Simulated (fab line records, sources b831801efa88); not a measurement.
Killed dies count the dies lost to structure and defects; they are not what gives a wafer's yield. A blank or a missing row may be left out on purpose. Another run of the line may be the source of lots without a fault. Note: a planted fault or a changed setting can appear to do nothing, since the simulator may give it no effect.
Chamber matching || flow sky130 || cmp-02 running SKY_VIA2_CMP_24: 4 sister chambers
The step polishes, stops on SiO2, t overpolish 20 s, target thk 0 nm. 8 wafers are shown with their chamber, then 10 later ones without.

== WAFERS WITH THEIR CHAMBER ==
{"wafer": "L081.6", "chamber": 0, "motor_current_A (A)": 11.8, "time_to_endpoint_s (s)": 99}
{"wafer": "L085.1", "chamber": 2, "motor_current_A (A)": 9.7, "time_to_endpoint_s (s)": 102}
{"wafer": "L085.5", "chamber": 3, "motor_current_A (A)": 12.9, "time_to_endpoint_s (s)": 99}
{"wafer": "L086.1", "chamber": 2, "motor_current_A (A)": 10.9, "time_to_endpoint_s (s)": 104}
{"wafer": "L086.4", "chamber": 1, "motor_current_A (A)": 10.2, "time_to_endpoint_s (s)": 108}
{"wafer": "L086.5", "chamber": 1, "motor_current_A (A)": 9.8, "time_to_endpoint_s (s)": 105}
{"wafer": "L087.1", "chamber": 0, "motor_current_A (A)": 11.5, "time_to_endpoint_s (s)": 101}
{"wafer": "L087.2", "chamber": 3, "motor_current_A (A)": 12.8, "time_to_endpoint_s (s)": 99}

== WAFERS WITH NO CHAMBER GIVEN ==
{"wafer": "L087.5", "motor_current_A (A)": 13.0, "time_to_endpoint_s (s)": 94}
{"wafer": "L090.2", "motor_current_A (A)": 13.2, "time_to_endpoint_s (s)": 97}
{"wafer": "L090.4", "motor_current_A (A)": 10.7, "time_to_endpoint_s (s)": 99}
{"wafer": "L090.6", "motor_current_A (A)": 10.6, "time_to_endpoint_s (s)": 100}
{"wafer": "L093.1", "motor_current_A (A)": 10.1, "time_to_endpoint_s (s)": 100}
{"wafer": "L093.4", "motor_current_A (A)": 11.5, "time_to_endpoint_s (s)": 101}
{"wafer": "L093.5", "motor_current_A (A)": 10.2, "time_to_endpoint_s (s)": 98}
{"wafer": "L094.1", "motor_current_A (A)": 10.0, "time_to_endpoint_s (s)": 103}
{"wafer": "L094.4", "motor_current_A (A)": 11.7, "time_to_endpoint_s (s)": 103}
{"wafer": "L094.5", "motor_current_A (A)": 12.7, "time_to_endpoint_s (s)": 98}

== CHAMBER TAKEN BY EACH ==
{"wafer": "L087.5", "from the rows above": "can't be placed: 3 or 0", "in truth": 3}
{"wafer": "L090.2", "from the rows above": 3, "in truth": 3}
{"wafer": "L090.4", "from the rows above": "can't be placed: 0 or 2", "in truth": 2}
{"wafer": "L090.6", "from the rows above": "can't be placed: 2 or 0", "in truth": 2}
{"wafer": "L093.1", "from the rows above": "can't be placed: 2 or 0", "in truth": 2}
{"wafer": "L093.4", "from the rows above": 0, "in truth": 0}
{"wafer": "L093.5", "from the rows above": "can't be placed: 0 or 2", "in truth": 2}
{"wafer": "L094.1", "from the rows above": "can't be placed: 2 or 1", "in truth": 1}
{"wafer": "L094.4", "from the rows above": "can't be placed: 0 or 2 or 3", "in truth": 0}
{"wafer": "L094.5", "from the rows above": "can't be placed: 3 or 0", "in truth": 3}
Correctly placed: 2 of 10. Unplaceable from these rows: 8, with the true chamber sitting among the candidates in 8. Placed wrongly: 0.
How it was worked out, from the rows above alone: a wafer's distance from a chamber is the root of the sum, over the readings, of the square of ((its reading less the chamber's mean) divided by the reading's scatter). If the next closest chamber is less than 2 further off than the closest, the wafer can't be placed; otherwise it belongs to the closest. For every chamber, the mean is computed from those of its wafers that are shown. The scatter is the square root of a quotient: the sum, over the shown wafers, of each reading's squared deviation from its chamber's mean, divided by wafers minus chambers.
